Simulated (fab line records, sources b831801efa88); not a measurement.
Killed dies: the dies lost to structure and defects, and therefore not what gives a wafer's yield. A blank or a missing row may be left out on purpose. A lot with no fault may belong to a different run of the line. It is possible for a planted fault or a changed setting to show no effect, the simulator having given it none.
Struck lot and sound lot, side by side	flow sfq line	20 out of 325 route steps
Sound: the wafers L475.4, L475.5, L475.6. Struck: wafer L480.1 (L480.2, L480.4, from the same lot, were not struck and are left out); the cause is given at the end.
Per side, at each step with rows, come the tool, then ch with its chambers, and then its first start. Under that, the readings that differ: sound wafers	struck wafers	difference of the means	sigmas: that difference in standard deviations of wafers without a fault.
alike: a reading whose means differ by less than 2 such deviations, as well as words and numbers matching on both sides. not compared: withheld readings; readings where some wafer has no value; bounds like >300 that might hide an equal value; numbers whose values overlap and for which the record gives no deviation.
A row with sigmas, a row that says differs or no value, or rows on one side alone: a step with any of these is where the two part. When numbers do not overlap yet have no deviation, they are printed without sigmas and do not part them. A reading that every wafer of one side lacks parts them only if that side has two wafers or more.

first, 2 steps without rows for these wafers: SFQ_TRILAYER_I1_VIA_LITHO_PEB_052 (peb time 60 s); SFQ_TRILAYER_I1_VIA_LITHO_DEVELOP_051 (time 60 s).
SFQ_I1_OVL_MEAS_913:
  struck on overlay-02, day 21 12:24; sound on overlay-01, day 19 14:17
  alike: I1_OVL
SFQ_TRILAYER_I1_VIA_BARC_OPEN_VIA_ETCH_071: etches BARC in O2, target depth 125 nm, time 41.7 s.
  sound on rie diel-04 ch 0,1,2, day 19 14:17; struck on rie diel-03 ch 1, day 21 12:26
  alike: drypump motor current A, oes product au
  not compared: rf hours counter h
SFQ_TRILAYER_I1_VIA_ETCH_VIA_ETCH_052: etches SiO2 in CHF3, stops on Nb, target depth 260 nm.
  sound on rie diel-04 ch 0,1,2, day 19 14:20; struck on rie diel-03 ch 1, day 21 12:29
  alike: drypump motor current A, oes product au
SFQ_TRILAYER_I1_VIA_STRIP_STRIP_053: strips in O2.
  sound on rie metal-03 ch 0,1, day 19 14:39; struck on rie metal-03 ch 0, day 21 12:35
reading	sound	struck	difference	sigmas
rf hours counter h (h)	- - -	166	no value on the sound wafers	
  alike: drypump motor current A, oes product au
then, 2 steps without rows for these wafers: SFQ_TRILAYER_I1_VIA_STRIP_SOLV_CLEAN_054 (cleans in NMP, time 600 s); SFQ_TRILAYER_M2_DEP_PRE_CLEAN_056 (time 22.5 s).
SFQ_TRILAYER_M2_DEP_SPUTTER_055: material Nb, target thk 200 nm, time 133.3 s.
  struck on pvd sputter-05, day 21 14:01; sound on pvd sputter-05, day 19 15:19
  alike: throttle valve pct
SFQ_M2_RS_MEAS_914: uses a four-point probe to measure.
  struck on film metro-04, day 21 14:07; sound on film metro-04, day 19 15:25
  alike: M2_NB_RS
then, 1 step without rows for these wafers: SFQ_TRILAYER_M2_LITHO_COAT_062 (resist thk 62 nm).
SFQ_TRILAYER_M2_LITHO_COAT_057: resist thk 600 nm.
  sound on litho track-04 ch 0, day 19 15:59; struck on litho track-04 ch 0, day 21 14:36
reading	sound	struck	difference	sigmas
model.KrF_of_TRILAYER_M2_LITHO_COAT_057.thk nm (nm)	595.6 595.9 597.2	527.4	-68.8	
then, 4 steps without rows for these wafers: SFQ_TRILAYER_M2_LITHO_SOFTBAKE_061; SFQ_TRILAYER_M2_LITHO_EXPOSE_058 (exposes mask M2, target cd 500 nm); SFQ_TRILAYER_M2_LITHO_PEB_060 (peb time 60 s); SFQ_TRILAYER_M2_LITHO_DEVELOP_059 (time 60 s).
-- the record jumps here: 7 days lie between the struck wafers' starts before and after --
SFQ_M2_OVL_MEAS_916:
  struck on overlay-02, day 28 13:12; sound on overlay-02, day 26 16:54
  alike: M2_OVL
SFQ_TRILAYER_M2_BARC_OPEN_METAL_ETCH_077: etches BARC in O2, target depth 125 nm, time 41.7 s.
  sound on rie metal-01 ch 0,1, day 26 16:56; struck on rie metal-01 ch 1, day 28 13:14
reading	sound	struck	difference	sigmas
rf hours counter h (h)	- - -	93	no value on the sound wafers	
model.M2.cd nm (nm)	498.6 498.6 499.4	496.9	-2.0	
  alike: drypump motor current A, oes product au
SFQ_TRILAYER_M2_ETCH_METAL_ETCH_060: etches Nb in Cl2/Ar, stops on SiO2, target depth 240 nm, time 120 s.
  sound on rie metal-01 ch 0,1, day 26 17:01; struck on rie metal-01 ch 1, day 28 13:17
reading	sound	struck	difference	sigmas
rf hours counter h (h)	- - -	93	no value on the sound wafers	
model.KrF_of_TRILAYER_M2_LITHO_COAT_057.thk nm (nm)	381.2 378 382.3	306.5	-74.0	
model.M2.cd nm (nm)	501.6 497 500.7	495.7	-4.1	
  alike: drypump motor current A, oes product au
SFQ_TRILAYER_M2_STRIP_STRIP_061: strips in O2.
  sound on rie metal-01 ch 0,1, day 26 17:18; struck on rie metal-01 ch 1, day 28 13:25
reading	sound	struck	difference	sigmas
oes product au (a.u.)	0.993 0.998 0.984	1.011	+0.019	+2
rf hours counter h (h)	- - -	93	no value on the sound wafers	
  alike: drypump motor current A

WHERE THEY PART
Earliest at SFQ_TRILAYER_I1_VIA_STRIP_STRIP_053; latest, in this record, at SFQ_TRILAYER_M2_STRIP_STRIP_061.

WHY: what the simulator had put in
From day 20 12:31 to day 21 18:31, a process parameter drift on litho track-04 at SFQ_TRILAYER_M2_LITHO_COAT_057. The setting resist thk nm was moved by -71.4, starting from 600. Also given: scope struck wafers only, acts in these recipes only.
